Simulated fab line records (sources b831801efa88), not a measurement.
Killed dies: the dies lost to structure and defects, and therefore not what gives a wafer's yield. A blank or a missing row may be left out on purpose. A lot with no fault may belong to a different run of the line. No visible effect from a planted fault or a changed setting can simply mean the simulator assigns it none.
The tool behind it: which one? | flow sky130 | route of 708 steps, sampled at 1 step: 11 lots, 33 wafers

WHAT THE GAUGES READ, wafer by wafer
SKY_PASSIVATION_THK_MEAS_03.
lot  | measured     | on            | PASSIVATION_CVD_02_THK (nm)
L804 | day 44 03:01 | film-metro-01 | 525 524 530
L805 | day 44 08:01 | film-metro-03 | 537 538 539
L806 | day 44 11:15 | film-metro-04 | 531 543 544
L810 | day 45 21:28 | film-metro-03 | 534 542 538
L809 | day 45 21:42 | film-metro-04 | 530 537 546
L815 | day 47 11:31 | film-metro-04 | 535 533 537
L816 | day 47 14:16 | film-metro-04 | 530 531 538
L818 | day 47 17:14 | film-metro-03 | 528 534 545
L819 | day 47 21:19 | film-metro-04 | 537 537 551
L821 | day 48 21:14 | film-metro-01 | 529 540 544
L823 | day 49 01:47 | film-metro-03 | 527 542 538

EACH LOT AND THE TOOL THAT RAN IT (in order: tool; ch and the chambers of the sampled wafers; start)
The record shows no process step preceding these readings.

THE ANSWER, worked out from the rows above alone
Rule: the usual values come from the lots themselves. Put in order of their means at a reading, lots are off if they are a third of the lots or fewer, leave a main group of 4 or more, and stand apart from it by a gap of 3 or more times the standard deviation of the main group's means; of several such gaps the widest counts. A main group whose means are all the same, to the digits that the tables above print for the reading, isn't used. Also off: a lot with no number at a reading for which 4 or more lots have one. Any other lot the step has rows for is counted as sound.
Across all readings shown, no lot is off: no conclusion can be drawn from this.

WHAT WAS PUT IN BY THE SIMULATOR
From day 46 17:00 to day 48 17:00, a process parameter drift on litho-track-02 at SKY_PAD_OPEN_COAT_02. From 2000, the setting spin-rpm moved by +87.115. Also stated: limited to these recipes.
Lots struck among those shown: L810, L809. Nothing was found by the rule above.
